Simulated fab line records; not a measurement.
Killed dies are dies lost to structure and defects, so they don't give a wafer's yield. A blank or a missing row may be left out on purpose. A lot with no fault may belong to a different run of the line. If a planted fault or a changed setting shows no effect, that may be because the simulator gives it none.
Comparing a struck lot with a sound one ; flow sky130 ; 15 out of 708 route steps
Sound: the wafers L308.2, L308.5, L308.6. The struck wafers were L301.2, L301.3, L301.5. The cause is named last.
Each step with rows lists, per side, the tool, then ch with its chambers, then its first start. Under that, the readings that differ: sound wafers ; struck wafers ; difference of the means ; sigmas: that difference in standard deviations of wafers without a fault.
alike: readings with means less than 2 such deviations apart, plus words and numbers identical on both sides. not compared: withheld readings, readings lacking a value on some wafer, bounds such as >300 that could conceal the same value, and numbers that have no deviation in the record and whose values overlap.
A row with sigmas, a row that says differs or no value, or rows on one side alone: a step with any of these is where the two part. Non-overlapping numbers with no deviation appear without sigmas and do not part them. A reading that every wafer of one side lacks parts them only if that side has two wafers or more.

first, 3 steps without rows for these wafers: SKY_VIA3_EXPOSE_09 (exposes mask VIM3, target cd 200 nm); SKY_VIA3_PEB_10; SKY_VIA3_DEVELOP_11 (develop time 60 s).
SKY_VIA3_CD_MEAS_12: the cd target is 200 nm.
  struck on cd-sem-01, day 44 04:44; sound on cd-sem-02, day 45 19:11
  alike: cd-nm
SKY_VIA3_OVL_MEAS_13:
  struck on overlay-02, day 44 04:50; sound on overlay-02, day 45 19:17
  alike: VIA3_OVL
SKY_VIA3_ETCH_14: etches BARC in N2/H2, stops on SiO2, time 45.9 s, target depth 60 nm.
  sound on rie-diel-03 ch 1,2, day 45 19:19; struck on rie-diel-01 ch 0,1,3, day 44 04:52
  alike: drypump-motor-current-A, oes-product-au, throttle-valve-pct
  not compared: rf-hours-counter-h
SKY_VIA3_ETCH_15: etches SiO2 in C4F8/O2/Ar, stops on TiN, target depth 507 nm, time 78 s.
  sound on rie-diel-03 ch 1,2, day 45 19:22; struck on rie-diel-01 ch 0,1,3, day 44 04:55
  alike: oes-product-au
  not compared: rf-hours-counter-h
SKY_VIA3_STRIP_16: strips in O2/N2.
  sound on plasma-asher-01 ch 0,1, day 45 19:25; struck on plasma-asher-01 ch 0,1, day 44 04:58
  alike: drypump-motor-current-A, oes-product-au, strip-time-to-endpoint-s
  not compared: rf-hours-counter-h
then, 3 steps without rows for these wafers: SKY_VIA3_STRIP_17 (strips in post etch residue remover, time 1200 s); SKY_VIA3_CLEAN_18 (cleans in IPA, time 180 s); SKY_VIA3_CLEAN_19 (cleans in O3/DIW).
SKY_VIA3_SPUTTER_20: material TiN, target thk 20 nm, time 80 s.
  struck on pvd-sputter-04, day 44 05:35; sound on pvd-sputter-01, day 45 20:01
  alike: throttle-valve-pct
SKY_VIA3_CVD_21: deposits W, target thk 390 nm, time 117.31 s.
  sound on cvd-w-02 ch 0,1, day 45 20:04; struck on cvd-w-02 ch 0, day 44 05:38
  no value came back on the struck wafers for chamber-pressure-Torr (Torr), heater-power-outer-w (W), heater-power-w (W); on the sound wafers chamber-pressure-Torr (Torr) reads 40.03 39.97 40.08
SKY_VIA3_RS_MEAS_22: the measuring method here is four-point-probe.
  struck on film-metro-01, day 44 06:04; sound on film-metro-04, day 45 20:13
reading;sound;struck;difference;sigmas
VIA3_W_RS (ohm/sq);0.289 0.294 0.295;58.701 57.617 58.335;+57.925;+99 or more
  not compared: hold
next, for these wafers, 1 step has no rows: SKY_PAD_OPEN_PROBE_99.

== WHERE THEY PART ==
Last at SKY_VIA3_RS_MEAS_22 as far as this record goes, first at SKY_VIA3_CVD_21.

WHY: what had been put in by the simulator
Beginning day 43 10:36, the whole step at SKY_VIA3_CVD_21 was skipped on cvd-w-02. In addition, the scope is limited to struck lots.
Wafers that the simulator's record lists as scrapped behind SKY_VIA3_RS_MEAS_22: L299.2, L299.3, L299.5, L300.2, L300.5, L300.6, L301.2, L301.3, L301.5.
